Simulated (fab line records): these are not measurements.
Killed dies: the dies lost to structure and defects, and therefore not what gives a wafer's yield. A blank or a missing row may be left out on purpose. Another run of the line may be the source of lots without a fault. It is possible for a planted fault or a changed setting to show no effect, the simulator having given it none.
fab line records :: flow sfq_line
record
  lots=7
  wafers=21
  last_day=91
route steps=325 shown I6@276 M7@281
lots with no fault: from the same line, run without faults
start_h: hours from the record's first day to the start of the lot's first wafer shown :: wait_h: hours elapsed since this lot's preceding step :: " the same as in the row above :: L1.1+2: a single row standing in for several wafers :: - either no value or no given start :: * or withheld: withheld :: < > ~ a bound
route shown NAME@n: a module of which the file shows steps, and the number in the route of the first :: usual: average and standard deviation across the fault-free wafers :: same: alike in all rows :: chamber/n: place in a boat :: sites: each site's reading :: _std_site: the standard deviation of these :: _edge_site: the outer-site mean with the inner-site mean subtracted :: radius_mm: how far each site lies from the wafer's centre :: mask NAME#n: copy n :: behind: tool/chamber where the wafer was last shaped :: hold: why the lot was held/for how many hours/how that ended :: device: whichever transistor did not switch (one of n, p or np) :: end of line: at the end of the route, the tests of the same wafers :: step lacking rows: just its recipe :: killed: at the first sort, the dies lost to defects and structure; wafer yield is something else :: map: a wafer's dies, x killed, . not, _ none there
set.NAME: setting as actually run; set.NAME@STEP: the setting as run at that earlier step :: model.NAME: the simulator's own value behind a step, which no gauge read
lots at selected steps of the route; one table per step, one row per wafer
services: from which hour (start_h, from the record's first day; less than 0 if before it) a tool's chamber was out of use, for how many hours, and why
## steps
# step SFQ_I6_OVL_MEAS_942
# usual
  I6_OVL=0/6
lot.wafer: L499.2
tool: overlay-02
chamber: -
start_h: 1804.52
wait_h: 0.1
I6_OVL[nm]: -6

lot.wafer: L499.5
tool: overlay-02
chamber: -
start_h: 1804.52
wait_h: 0.1
I6_OVL[nm]: -9

lot.wafer: L499.6
tool: overlay-02
chamber: -
start_h: 1804.52
wait_h: 0.1
I6_OVL[nm]: -10

lot.wafer: L502.2
tool: overlay-02
chamber: -
start_h: 1830.92
wait_h: 0.1
I6_OVL[nm]: 15

lot.wafer: L502.5
tool: overlay-02
chamber: -
start_h: 1830.92
wait_h: 0.1
I6_OVL[nm]: 14

lot.wafer: L502.6
tool: overlay-02
chamber: -
start_h: 1830.92
wait_h: 0.1
I6_OVL[nm]: 14

lot.wafer: L503.1
tool: overlay-02
chamber: -
start_h: 1836.92
wait_h: 0.1
I6_OVL[nm]: -6

lot.wafer: L503.3
tool: overlay-02
chamber: -
start_h: 1836.92
wait_h: 0.1
I6_OVL[nm]: -10

lot.wafer: L503.6
tool: overlay-02
chamber: -
start_h: 1836.92
wait_h: 0.1
I6_OVL[nm]: -7

lot.wafer: L504.1
tool: overlay-02
chamber: -
start_h: 1842.92
wait_h: 0.1
I6_OVL[nm]: 1

lot.wafer: L504.2
tool: overlay-02
chamber: -
start_h: 1842.92
wait_h: 0.1
I6_OVL[nm]: -4

lot.wafer: L504.3
tool: overlay-02
chamber: -
start_h: 1842.92
wait_h: 0.1
I6_OVL[nm]: 1

lot.wafer: L512.1
tool: overlay-02
chamber: -
start_h: 1920.12
wait_h: 0.1
I6_OVL[nm]: 6

lot.wafer: L512.2
tool: overlay-02
chamber: -
start_h: 1920.12
wait_h: 0.1
I6_OVL[nm]: 3

lot.wafer: L512.4
tool: overlay-02
chamber: -
start_h: 1920.12
wait_h: 0.1
I6_OVL[nm]: -1

lot.wafer: L516.2
tool: overlay-02
chamber: -
start_h: 1956.93
wait_h: 0.1
I6_OVL[nm]: -1

lot.wafer: L516.3
tool: overlay-02
chamber: -
start_h: 1956.93
wait_h: 0.1
I6_OVL[nm]: 2

lot.wafer: L516.6
tool: overlay-02
chamber: -
start_h: 1956.93
wait_h: 0.1
I6_OVL[nm]: 1

lot.wafer: L519.4
tool: overlay-01
chamber: -
start_h: 1985.74
wait_h: 0.1
I6_OVL[nm]: 2

lot.wafer: L519.5
tool: overlay-01
chamber: -
start_h: 1985.74
wait_h: 0.1
I6_OVL[nm]: 3

lot.wafer: L519.6
tool: overlay-01
chamber: -
start_h: 1985.74
wait_h: 0.1
I6_OVL[nm]: 3
# step SFQ_TRILAYER_I6_VIA_BARC_OPEN_VIA_ETCH_235
# recipe
  mask_material=PR
  chemistry=O2
  target_depth_nm=125
  target=BARC
  source_w=500
  bias_w=80
  pressure_mtorr=30
  time_s=41.7
# usual
  drypump_motor_current_A=5.6/0.44
  oes_product_au=0.685/0.0046
lot.wafer: L499.2
tool: rie_diel-01
chamber: 1
start_h: 1804.55
wait_h: 0.0
drypump_motor_current_A: 5.8
oes_product_au: 0.686
rf_hours_counter_h: 10

lot.wafer: L499.5
tool: rie_diel-01
chamber: 1
start_h: 1804.55
wait_h: 0.0
drypump_motor_current_A: 5.8
oes_product_au: 0.687
rf_hours_counter_h: -

lot.wafer: L499.6
tool: rie_diel-01
chamber: 0
start_h: 1804.55
wait_h: 0.0
drypump_motor_current_A: 5.4
oes_product_au: 0.684
rf_hours_counter_h: -

lot.wafer: L502.2
tool: rie_diel-02
chamber: 0
start_h: 1830.95
wait_h: 0.0
drypump_motor_current_A: 5.1
oes_product_au: 0.686
rf_hours_counter_h: 21

lot.wafer: L502.5
tool: rie_diel-02
chamber: 1
start_h: 1830.95
wait_h: 0.0
drypump_motor_current_A: 6.0
oes_product_au: 0.690
rf_hours_counter_h: -

lot.wafer: L502.6
tool: rie_diel-02
chamber: 0
start_h: 1830.95
wait_h: 0.0
drypump_motor_current_A: 5.1
oes_product_au: 0.690
rf_hours_counter_h: -

lot.wafer: L503.1
tool: rie_diel-04
chamber: 1
start_h: 1836.95
wait_h: 0.0
drypump_motor_current_A: 6.0
oes_product_au: 0.686
rf_hours_counter_h: 1

lot.wafer: L503.3
tool: rie_diel-04
chamber: 0
start_h: 1836.95
wait_h: 0.0
drypump_motor_current_A: 5.0
oes_product_au: 0.692
rf_hours_counter_h: 2

lot.wafer: L503.6
tool: rie_diel-04
chamber: 0
start_h: 1836.95
wait_h: 0.0
drypump_motor_current_A: 5.0
oes_product_au: 0.686
rf_hours_counter_h: -

lot.wafer: L504.1
tool: rie_diel-01
chamber: 0
start_h: 1842.95
wait_h: 0.0
drypump_motor_current_A: 5.4
oes_product_au: 0.675
rf_hours_counter_h: 9

lot.wafer: L504.2
tool: rie_diel-01
chamber: 2
start_h: 1842.95
wait_h: 0.0
drypump_motor_current_A: 6.3
oes_product_au: 0.683
rf_hours_counter_h: 1

lot.wafer: L504.3
tool: rie_diel-01
chamber: 3
start_h: 1842.95
wait_h: 0.0
drypump_motor_current_A: 5.9
oes_product_au: 0.677
rf_hours_counter_h: 10

lot.wafer: L512.1
tool: rie_diel-02
chamber: 0
start_h: 1920.16
wait_h: 0.0
drypump_motor_current_A: 5.1
oes_product_au: 0.687
rf_hours_counter_h: 22

lot.wafer: L512.2
tool: rie_diel-02
chamber: 3
start_h: 1920.16
wait_h: 0.0
drypump_motor_current_A: 5.4
oes_product_au: 0.686
rf_hours_counter_h: 21

lot.wafer: L512.4
tool: rie_diel-02
chamber: 1
start_h: 1920.16
wait_h: 0.0
drypump_motor_current_A: 6.0
oes_product_au: 0.681
rf_hours_counter_h: 21

lot.wafer: L516.2
tool: rie_diel-02
chamber: 2
start_h: 1956.96
wait_h: 0.0
drypump_motor_current_A: 6.1
oes_product_au: 0.689
rf_hours_counter_h: 1

lot.wafer: L516.3
tool: rie_diel-02
chamber: 2
start_h: 1956.96
wait_h: 0.0
drypump_motor_current_A: 6.1
oes_product_au: 0.689
rf_hours_counter_h: -

lot.wafer: L516.6
tool: rie_diel-02
chamber: 3
start_h: 1956.96
wait_h: 0.0
drypump_motor_current_A: 5.4
oes_product_au: 0.681
rf_hours_counter_h: -

lot.wafer: L519.4
tool: rie_diel-02
chamber: 3
start_h: 1985.78
wait_h: 0.0
drypump_motor_current_A: 5.4
oes_product_au: 0.692
rf_hours_counter_h: -

lot.wafer: L519.5
tool: rie_diel-02
chamber: 0
start_h: 1985.78
wait_h: 0.0
drypump_motor_current_A: 5.1
oes_product_au: 0.696
rf_hours_counter_h: -

lot.wafer: L519.6
tool: rie_diel-02
chamber: 2
start_h: 1985.78
wait_h: 0.0
drypump_motor_current_A: 6.1
oes_product_au: 0.687
rf_hours_counter_h: -
# step SFQ_TRILAYER_I6_VIA_ETCH_VIA_ETCH_172
# recipe
  target=SiO2
  stop_on=Nb
  mask_material=PR
  taper_deg=20
  chemistry=CHF3
  target_depth_nm=260
  source_w=500
  bias_w=80
  pressure_mtorr=30
  time_s=withheld
# usual
  drypump_motor_current_A=5.6/0.43
  oes_product_au=0.855/0.0048
lot.wafer: L499.2
tool: rie_diel-01
chamber: 1
start_h: 1804.59
wait_h: 0.0
drypump_motor_current_A: 5.8
oes_product_au: 0.847

lot.wafer: L499.5
tool: rie_diel-01
chamber: 1
start_h: 1804.59
wait_h: 0.0
drypump_motor_current_A: 5.8
oes_product_au: 0.851

lot.wafer: L499.6
tool: rie_diel-01
chamber: 0
start_h: 1804.59
wait_h: 0.0
drypump_motor_current_A: 5.5
oes_product_au: 0.869

lot.wafer: L502.2
tool: rie_diel-02
chamber: 0
start_h: 1830.99
wait_h: 0.0
drypump_motor_current_A: 5.1
oes_product_au: 0.852

lot.wafer: L502.5
tool: rie_diel-02
chamber: 1
start_h: 1830.99
wait_h: 0.0
drypump_motor_current_A: 6.1
oes_product_au: 0.852

lot.wafer: L502.6
tool: rie_diel-02
chamber: 0
start_h: 1830.99
wait_h: 0.0
drypump_motor_current_A: 5.1
oes_product_au: 0.850

lot.wafer: L503.1
tool: rie_diel-04
chamber: 1
start_h: 1836.99
wait_h: 0.0
drypump_motor_current_A: 6.0
oes_product_au: 0.860

lot.wafer: L503.3
tool: rie_diel-04
chamber: 0
start_h: 1836.99
wait_h: 0.0
drypump_motor_current_A: 5.0
oes_product_au: 0.851

lot.wafer: L503.6
tool: rie_diel-04
chamber: 0
start_h: 1836.99
wait_h: 0.0
drypump_motor_current_A: 5.0
oes_product_au: 0.863

lot.wafer: L504.1
tool: rie_diel-01
chamber: 0
start_h: 1842.99
wait_h: 0.0
drypump_motor_current_A: 5.5
oes_product_au: 0.863

lot.wafer: L504.2
tool: rie_diel-01
chamber: 2
start_h: 1842.99
wait_h: 0.0
drypump_motor_current_A: 6.3
oes_product_au: 0.851

lot.wafer: L504.3
tool: rie_diel-01
chamber: 3
start_h: 1842.99
wait_h: 0.0
drypump_motor_current_A: 5.9
oes_product_au: 0.853

lot.wafer: L512.1
tool: rie_diel-02
chamber: 0
start_h: 1920.20
wait_h: 0.0
drypump_motor_current_A: 5.1
oes_product_au: 0.851

lot.wafer: L512.2
tool: rie_diel-02
chamber: 3
start_h: 1920.20
wait_h: 0.0
drypump_motor_current_A: 5.4
oes_product_au: 0.852

lot.wafer: L512.4
tool: rie_diel-02
chamber: 1
start_h: 1920.20
wait_h: 0.0
drypump_motor_current_A: 6.0
oes_product_au: 0.850

lot.wafer: L516.2
tool: rie_diel-02
chamber: 2
start_h: 1957.02
wait_h: 0.0
drypump_motor_current_A: 6.1
oes_product_au: 0.857

lot.wafer: L516.3
tool: rie_diel-02
chamber: 2
start_h: 1957.02
wait_h: 0.0
drypump_motor_current_A: 6.1
oes_product_au: 0.846

lot.wafer: L516.6
tool: rie_diel-02
chamber: 3
start_h: 1957.02
wait_h: 0.0
drypump_motor_current_A: 5.4
oes_product_au: 0.855

lot.wafer: L519.4
tool: rie_diel-02
chamber: 3
start_h: 1985.86
wait_h: 0.1
drypump_motor_current_A: 5.4
oes_product_au: 0.845

lot.wafer: L519.5
tool: rie_diel-02
chamber: 0
start_h: 1985.86
wait_h: 0.1
drypump_motor_current_A: 5.1
oes_product_au: 0.858

lot.wafer: L519.6
tool: rie_diel-02
chamber: 2
start_h: 1985.86
wait_h: 0.1
drypump_motor_current_A: 6.1
oes_product_au: 0.848
# step SFQ_TRILAYER_I6_VIA_STRIP_STRIP_173
# recipe
  gas=O2
  power_w=200
  platen_temp_c=40
  overash_fraction=0.65
  chemistry=O2
  pressure_mtorr=50
# usual
  drypump_motor_current_A=5.9/0.4
  oes_product_au=1.002/0.0071
lot.wafer: L499.2
tool: rie_metal-03
chamber: 1
start_h: 1804.71
wait_h: -
drypump_motor_current_A: 6.0
oes_product_au: 0.988
rf_hours_counter_h: 81

lot.wafer: L499.5
tool: rie_metal-03
chamber: 0
start_h: 1804.71
wait_h: -
drypump_motor_current_A: 6.1
oes_product_au: 1.003
rf_hours_counter_h: -

lot.wafer: L499.6
tool: rie_metal-03
chamber: 1
start_h: 1804.71
wait_h: -
drypump_motor_current_A: 6.0
oes_product_au: 0.997
rf_hours_counter_h: -

lot.wafer: L502.2
tool: rie_metal-01
chamber: 0
start_h: 1831.11
wait_h: -
drypump_motor_current_A: 6.5
oes_product_au: 1.007
rf_hours_counter_h: 68

lot.wafer: L502.5
tool: rie_metal-01
chamber: 1
start_h: 1831.11
wait_h: -
drypump_motor_current_A: 5.9
oes_product_au: 0.998
rf_hours_counter_h: -

lot.wafer: L502.6
tool: rie_metal-01
chamber: 0
start_h: 1831.11
wait_h: -
drypump_motor_current_A: 6.5
oes_product_au: 0.994
rf_hours_counter_h: -

lot.wafer: L503.1
tool: rie_metal-01
chamber: 1
start_h: 1837.11
wait_h: -
drypump_motor_current_A: 5.9
oes_product_au: 0.991
rf_hours_counter_h: 18

lot.wafer: L503.3
tool: rie_metal-01
chamber: 0
start_h: 1837.11
wait_h: -
drypump_motor_current_A: 6.5
oes_product_au: 1.002
rf_hours_counter_h: -

lot.wafer: L503.6
tool: rie_metal-01
chamber: 0
start_h: 1837.11
wait_h: -
drypump_motor_current_A: 6.4
oes_product_au: 0.992
rf_hours_counter_h: -

lot.wafer: L504.1
tool: rie_metal-01
chamber: 1
start_h: 1843.11
wait_h: -
drypump_motor_current_A: 5.9
oes_product_au: 1.003
rf_hours_counter_h: 19

lot.wafer: L504.2
tool: rie_metal-01
chamber: 0
start_h: 1843.11
wait_h: -
drypump_motor_current_A: 6.5
oes_product_au: 1.000
rf_hours_counter_h: 70

lot.wafer: L504.3
tool: rie_metal-01
chamber: 0
start_h: 1843.11
wait_h: -
drypump_motor_current_A: 6.5
oes_product_au: 1.002
rf_hours_counter_h: -

lot.wafer: L512.1
tool: rie_metal-01
chamber: 0
start_h: 1920.31
wait_h: -
drypump_motor_current_A: 6.4
oes_product_au: 0.982
rf_hours_counter_h: 80

lot.wafer: L512.2
tool: rie_metal-01
chamber: 1
start_h: 1920.31
wait_h: -
drypump_motor_current_A: 5.9
oes_product_au: 1.004
rf_hours_counter_h: 29

lot.wafer: L512.4
tool: rie_metal-01
chamber: 1
start_h: 1920.31
wait_h: -
drypump_motor_current_A: 5.9
oes_product_au: 1.011
rf_hours_counter_h: -

lot.wafer: L516.2
tool: rie_metal-01
chamber: 1
start_h: 1957.19
wait_h: -
drypump_motor_current_A: 5.9
oes_product_au: 1.013
rf_hours_counter_h: 34

lot.wafer: L516.3
tool: rie_metal-01
chamber: 1
start_h: 1957.19
wait_h: -
drypump_motor_current_A: 5.9
oes_product_au: 1.008
rf_hours_counter_h: -

lot.wafer: L516.6
tool: rie_metal-01
chamber: 1
start_h: 1957.19
wait_h: -
drypump_motor_current_A: 5.9
oes_product_au: 1.015
rf_hours_counter_h: -

lot.wafer: L519.4
tool: rie_metal-04
chamber: 0
start_h: 1986.11
wait_h: -
drypump_motor_current_A: 5.1
oes_product_au: 1.012
rf_hours_counter_h: -

lot.wafer: L519.5
tool: rie_metal-04
chamber: 1
start_h: 1986.11
wait_h: -
drypump_motor_current_A: 5.8
oes_product_au: 1.017
rf_hours_counter_h: -

lot.wafer: L519.6
tool: rie_metal-04
chamber: 0
start_h: 1986.11
wait_h: -
drypump_motor_current_A: 5.1
oes_product_au: 1.004
rf_hours_counter_h: -
# step SFQ_TRILAYER_I6_VIA_STRIP_SOLV_CLEAN_174
# recipe
  chemistry=NMP
  temp_c=70
  time_s=600
# step SFQ_TRILAYER_M7_DEP_PRE_CLEAN_176
# recipe
  gas=Ar
  time_s=22.5
  bias_v=250
# step SFQ_TRILAYER_M7_DEP_SPUTTER_175
# recipe
  material=Nb
  base_pressure_pa=1.33e-06
  chamber_pressure_pa=0.1333
  substrate_temp_c=20
  target_thk_nm=200
  power_w=2000
  time_s=133.3
# usual
  throttle_valve_pct=30.0/1.1
lot.wafer: L499.2
tool: pvd_sputter-06
chamber: -
start_h: 1805.53
wait_h: 0.0
throttle_valve_pct: 30.1

lot.wafer: L499.5
tool: pvd_sputter-06
chamber: -
start_h: 1805.53
wait_h: 0.0
throttle_valve_pct: 28.8

lot.wafer: L499.6
tool: pvd_sputter-06
chamber: -
start_h: 1805.53
wait_h: 0.0
throttle_valve_pct: 30.4

lot.wafer: L502.2
tool: pvd_sputter-06
chamber: -
start_h: 1831.91
wait_h: 0.0
throttle_valve_pct: 30.5

lot.wafer: L502.5
tool: pvd_sputter-06
chamber: -
start_h: 1831.91
wait_h: 0.0
throttle_valve_pct: 30.0

lot.wafer: L502.6
tool: pvd_sputter-06
chamber: -
start_h: 1831.91
wait_h: 0.0
throttle_valve_pct: 28.7

lot.wafer: L503.1
tool: pvd_sputter-06
chamber: -
start_h: 1837.91
wait_h: 0.0
throttle_valve_pct: 28.9

lot.wafer: L503.3
tool: pvd_sputter-06
chamber: -
start_h: 1837.91
wait_h: 0.0
throttle_valve_pct: 29.4

lot.wafer: L503.6
tool: pvd_sputter-06
chamber: -
start_h: 1837.91
wait_h: 0.0
throttle_valve_pct: 30.2

lot.wafer: L504.1
tool: pvd_sputter-03
chamber: -
start_h: 1843.91
wait_h: 0.0
throttle_valve_pct: 30.5

lot.wafer: L504.2
tool: pvd_sputter-03
chamber: -
start_h: 1843.91
wait_h: 0.0
throttle_valve_pct: 27.8

lot.wafer: L504.3
tool: pvd_sputter-03
chamber: -
start_h: 1843.91
wait_h: 0.0
throttle_valve_pct: 30.6

lot.wafer: L512.1
tool: pvd_sputter-03
chamber: -
start_h: 1921.11
wait_h: 0.0
throttle_valve_pct: 30.3

lot.wafer: L512.2
tool: pvd_sputter-03
chamber: -
start_h: 1921.11
wait_h: 0.0
throttle_valve_pct: 28.0

lot.wafer: L512.4
tool: pvd_sputter-03
chamber: -
start_h: 1921.11
wait_h: 0.0
throttle_valve_pct: 30.8

lot.wafer: L516.2
tool: pvd_sputter-03
chamber: -
start_h: 1958.00
wait_h: 0.0
throttle_valve_pct: 27.7

lot.wafer: L516.3
tool: pvd_sputter-03
chamber: -
start_h: 1958.00
wait_h: 0.0
throttle_valve_pct: 30.2

lot.wafer: L516.6
tool: pvd_sputter-03
chamber: -
start_h: 1958.00
wait_h: 0.0
throttle_valve_pct: 30.5

lot.wafer: L519.4
tool: pvd_sputter-03
chamber: -
start_h: 1986.72
wait_h: 0.0
throttle_valve_pct: 30.1

lot.wafer: L519.5
tool: pvd_sputter-03
chamber: -
start_h: 1986.72
wait_h: 0.0
throttle_valve_pct: 31.8

lot.wafer: L519.6
tool: pvd_sputter-03
chamber: -
start_h: 1986.72
wait_h: 0.0
throttle_valve_pct: 30.3
# step SFQ_M7_RS_MEAS_943
# recipe
  thk_meas_gauge=four-point-probe
  reads=Nb_of_TRILAYER_M7_DEP_SPUTTER_175
# usual
  M7_NB_RS=0.890/0.0092
lot.wafer: L499.2
tool: film_metro-04
chamber: -
start_h: 1805.64
wait_h: 0.1
M7_NB_RS[ohm/sq]: 0.898

lot.wafer: L499.5
tool: film_metro-04
chamber: -
start_h: 1805.64
wait_h: 0.1
M7_NB_RS[ohm/sq]: 0.901

lot.wafer: L499.6
tool: film_metro-04
chamber: -
start_h: 1805.64
wait_h: 0.1
M7_NB_RS[ohm/sq]: 0.896

lot.wafer: L502.2
tool: film_metro-02
chamber: -
start_h: 1832.02
wait_h: 0.1
M7_NB_RS[ohm/sq]: 0.895

lot.wafer: L502.5
tool: film_metro-02
chamber: -
start_h: 1832.02
wait_h: 0.1
M7_NB_RS[ohm/sq]: 0.891

lot.wafer: L502.6
tool: film_metro-02
chamber: -
start_h: 1832.02
wait_h: 0.1
M7_NB_RS[ohm/sq]: 0.901

lot.wafer: L503.1
tool: film_metro-04
chamber: -
start_h: 1838.00
wait_h: 0.0
M7_NB_RS[ohm/sq]: 0.912

lot.wafer: L503.3
tool: film_metro-04
chamber: -
start_h: 1838.00
wait_h: 0.0
M7_NB_RS[ohm/sq]: 0.906

lot.wafer: L503.6
tool: film_metro-04
chamber: -
start_h: 1838.00
wait_h: 0.0
M7_NB_RS[ohm/sq]: 0.909

lot.wafer: L504.1
tool: film_metro-02
chamber: -
start_h: 1844.00
wait_h: 0.0
M7_NB_RS[ohm/sq]: 0.888

lot.wafer: L504.2
tool: film_metro-02
chamber: -
start_h: 1844.00
wait_h: 0.0
M7_NB_RS[ohm/sq]: 0.884

lot.wafer: L504.3
tool: film_metro-02
chamber: -
start_h: 1844.00
wait_h: 0.0
M7_NB_RS[ohm/sq]: 0.900

lot.wafer: L512.1
tool: film_metro-04
chamber: -
start_h: 1921.21
wait_h: 0.0
M7_NB_RS[ohm/sq]: 0.892

lot.wafer: L512.2
tool: film_metro-04
chamber: -
start_h: 1921.21
wait_h: 0.0
M7_NB_RS[ohm/sq]: 0.885

lot.wafer: L512.4
tool: film_metro-04
chamber: -
start_h: 1921.21
wait_h: 0.0
M7_NB_RS[ohm/sq]: 0.902

lot.wafer: L516.2
tool: film_metro-01
chamber: -
start_h: 1958.11
wait_h: 0.1
M7_NB_RS[ohm/sq]: 0.876

lot.wafer: L516.3
tool: film_metro-01
chamber: -
start_h: 1958.11
wait_h: 0.1
M7_NB_RS[ohm/sq]: 0.881

lot.wafer: L516.6
tool: film_metro-01
chamber: -
start_h: 1958.11
wait_h: 0.1
M7_NB_RS[ohm/sq]: 0.880

lot.wafer: L519.4
tool: film_metro-02
chamber: -
start_h: 1986.87
wait_h: 0.1
M7_NB_RS[ohm/sq]: 0.871

lot.wafer: L519.5
tool: film_metro-02
chamber: -
start_h: 1986.87
wait_h: 0.1
M7_NB_RS[ohm/sq]: 0.876

lot.wafer: L519.6
tool: film_metro-02
chamber: -
start_h: 1986.87
wait_h: 0.1
M7_NB_RS[ohm/sq]: 0.876
# step SFQ_TRILAYER_M7_LITHO_COAT_182
# recipe
  resist=BARC
  spin_rpm=2956
  resist_thk_nm=62
# step SFQ_TRILAYER_M7_LITHO_COAT_177
# recipe
  resist=KrF
  spin_rpm=3000
  resist_thk_nm=600
# step SFQ_TRILAYER_M7_LITHO_SOFTBAKE_181
# recipe
  temp_c=withheld
  time_s=withheld
  resist=KrF
# step SFQ_TRILAYER_M7_LITHO_EXPOSE_178
# recipe
  mask_id=M7
  na=0.6
  source_shape=conventional
  sigma_outer=0.65
  target_cd_nm=500
  dose_mj=14.4
# usual
  exposure_dose_mJ_cm2=14.404/0.014
  focus_offset_nm=0.1/0.51
  stage_vel_mm_s=500.00/0.25
lot.wafer: L499.2
tool: krf_scanner-02
chamber: 0
start_h: 1906.70
wait_h: -
mask: M7#0
exposure_dose_mJ_cm2: 14.421
focus_offset_nm: 0.0
stage_vel_mm_s: 499.97

lot.wafer: L499.5
tool: krf_scanner-02
chamber: 0
start_h: 1906.70
wait_h: -
mask: M7#0
exposure_dose_mJ_cm2: 14.387
focus_offset_nm: -0.2
stage_vel_mm_s: 500.18

lot.wafer: L499.6
tool: krf_scanner-02
chamber: 0
start_h: 1906.70
wait_h: -
mask: M7#0
exposure_dose_mJ_cm2: 14.385
focus_offset_nm: -1.0
stage_vel_mm_s: 500.21

lot.wafer: L502.2
tool: krf_scanner-01
chamber: -
start_h: 1927.22
wait_h: -
mask: M7#0
exposure_dose_mJ_cm2: -
focus_offset_nm: -
stage_vel_mm_s: -

lot.wafer: L502.5
tool: krf_scanner-01
chamber: -
start_h: 1927.22
wait_h: -
mask: M7#0
exposure_dose_mJ_cm2: -
focus_offset_nm: -
stage_vel_mm_s: -

lot.wafer: L502.6
tool: krf_scanner-01
chamber: -
start_h: 1927.22
wait_h: -
mask: M7#0
exposure_dose_mJ_cm2: -
focus_offset_nm: -
stage_vel_mm_s: -

lot.wafer: L503.1
tool: krf_scanner-01
chamber: -
start_h: 1931.82
wait_h: -
mask: M7#0
exposure_dose_mJ_cm2: -
focus_offset_nm: -
stage_vel_mm_s: -

lot.wafer: L503.3
tool: krf_scanner-01
chamber: -
start_h: 1931.82
wait_h: -
mask: M7#0
exposure_dose_mJ_cm2: -
focus_offset_nm: -
stage_vel_mm_s: -

lot.wafer: L503.6
tool: krf_scanner-01
chamber: -
start_h: 1931.82
wait_h: -
mask: M7#0
exposure_dose_mJ_cm2: -
focus_offset_nm: -
stage_vel_mm_s: -

lot.wafer: L504.1
tool: krf_scanner-01
chamber: -
start_h: 1939.02
wait_h: -
mask: M7#0
exposure_dose_mJ_cm2: -
focus_offset_nm: -
stage_vel_mm_s: -

lot.wafer: L504.2
tool: krf_scanner-01
chamber: -
start_h: 1939.02
wait_h: -
mask: M7#0
exposure_dose_mJ_cm2: -
focus_offset_nm: -
stage_vel_mm_s: -

lot.wafer: L504.3
tool: krf_scanner-01
chamber: -
start_h: 1939.02
wait_h: -
mask: M7#0
exposure_dose_mJ_cm2: -
focus_offset_nm: -
stage_vel_mm_s: -

lot.wafer: L512.1
tool: krf_scanner-02
chamber: 0
start_h: 2024.82
wait_h: -
mask: M7#0
exposure_dose_mJ_cm2: 14.422
focus_offset_nm: 0.3
stage_vel_mm_s: 500.00

lot.wafer: L512.2
tool: krf_scanner-02
chamber: 0
start_h: 2024.82
wait_h: -
mask: M7#0
exposure_dose_mJ_cm2: 14.417
focus_offset_nm: 1.0
stage_vel_mm_s: 500.36

lot.wafer: L512.4
tool: krf_scanner-02
chamber: 0
start_h: 2024.82
wait_h: -
mask: M7#0
exposure_dose_mJ_cm2: 14.391
focus_offset_nm: 0.3
stage_vel_mm_s: 499.87

lot.wafer: L516.2
tool: krf_scanner-02
chamber: 0
start_h: 2060.82
wait_h: -
mask: M7#0
exposure_dose_mJ_cm2: 14.416
focus_offset_nm: 0.1
stage_vel_mm_s: 499.83

lot.wafer: L516.3
tool: krf_scanner-02
chamber: 0
start_h: 2060.82
wait_h: -
mask: M7#0
exposure_dose_mJ_cm2: 14.409
focus_offset_nm: 0.3
stage_vel_mm_s: 499.70

lot.wafer: L516.6
tool: krf_scanner-02
chamber: 0
start_h: 2060.82
wait_h: -
mask: M7#0
exposure_dose_mJ_cm2: 14.420
focus_offset_nm: 0.0
stage_vel_mm_s: 500.24

lot.wafer: L519.4
tool: krf_scanner-01
chamber: 0
start_h: 2080.48
wait_h: -
mask: M7#0
exposure_dose_mJ_cm2: 14.390
focus_offset_nm: 0.3
stage_vel_mm_s: 500.12

lot.wafer: L519.5
tool: krf_scanner-01
chamber: 0
start_h: 2080.48
wait_h: -
mask: M7#0
exposure_dose_mJ_cm2: 14.407
focus_offset_nm: -0.5
stage_vel_mm_s: 499.69

lot.wafer: L519.6
tool: krf_scanner-01
chamber: 0
start_h: 2080.48
wait_h: -
mask: M7#0
exposure_dose_mJ_cm2: 14.409
focus_offset_nm: -0.2
stage_vel_mm_s: 500.32
# step SFQ_TRILAYER_M7_LITHO_PEB_180
# recipe
  peb_temp_c=115
  peb_time_s=60
  resist=KrF
## services
tool: krf_scanner-01
chamber: -
start_h: 1784.24
hours: 0.9
kind: repair

tool: rie_diel-02
chamber: -
start_h: 1787.08
hours: 2.8
kind: pm

tool: krf_scanner-01
chamber: -
start_h: 1793.58
hours: 4.0
kind: pm

tool: krf_scanner-01
chamber: -
start_h: 1813.20
hours: 4.4
kind: pm

tool: krf_scanner-01
chamber: -
start_h: 1823.62
hours: 1.0
kind: repair

tool: pvd_sputter-03
chamber: -
start_h: 1828.97
hours: 2.3
kind: repair

tool: pvd_sputter-03
chamber: -
start_h: 1848.02
hours: 10.8
kind: repair

tool: krf_scanner-01
chamber: -
start_h: 1861.97
hours: 1.3
kind: pm

tool: krf_scanner-01
chamber: -
start_h: 1869.27
hours: 1.0
kind: pm

tool: krf_scanner-01
chamber: -
start_h: 1896.61
hours: 0.3
kind: repair

tool: rie_diel-01
chamber: -
start_h: 1919.90
hours: 15.6
kind: pm

tool: rie_diel-02
chamber: 0
start_h: 1941.64
hours: 8.5
kind: repair

tool: krf_scanner-01
chamber: -
start_h: 1945.02
hours: 0.8
kind: pm

tool: rie_diel-02
chamber: 1
start_h: 1953.35
hours: 4.9
kind: repair

tool: rie_diel-02
chamber: 0
start_h: 1953.53
hours: 16.2
kind: repair

tool: rie_diel-01
chamber: 3
start_h: 1980.62
hours: 4.9
kind: repair

tool: rie_diel-02
chamber: 0
start_h: 2005.07
hours: 12.8
kind: repair

tool: rie_diel-02
chamber: 2
start_h: 2006.78
hours: 2.9
kind: repair

tool: pvd_sputter-03
chamber: -
start_h: 2007.35
hours: 2.6
kind: repair

tool: rie_diel-02
chamber: -
start_h: 2022.15
hours: 0.9
kind: repair

tool: rie_diel-01
chamber: 1
start_h: 2024.01
hours: 3.5
kind: repair

tool: rie_metal-01
chamber: -
start_h: 2030.23
hours: 4.2
kind: repair

tool: rie_diel-02
chamber: 0
start_h: 2043.22
hours: 4.0
kind: repair

tool: krf_scanner-01
chamber: -
start_h: 2060.78
hours: 1.3
kind: pm
## key
first_sign
  step=SFQ_TRILAYER_M7_LITHO_EXPOSE_178
  reading=tool_record
  direction=missing
effect none on later readings
met_at SFQ_TRILAYER_M7_LITHO_EXPOSE_178
struck_wafers L502.2,L502.5,L502.6,L503.1,L503.3,L503.6,L504.1,L504.2,L504.3
fault
  kind=skipped_step_whole
  tool=krf_scanner-01
  chamber=-
  onset_h=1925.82
  steps=SFQ_TRILAYER_M7_LITHO_EXPOSE_178
  scope=struck_lots_only
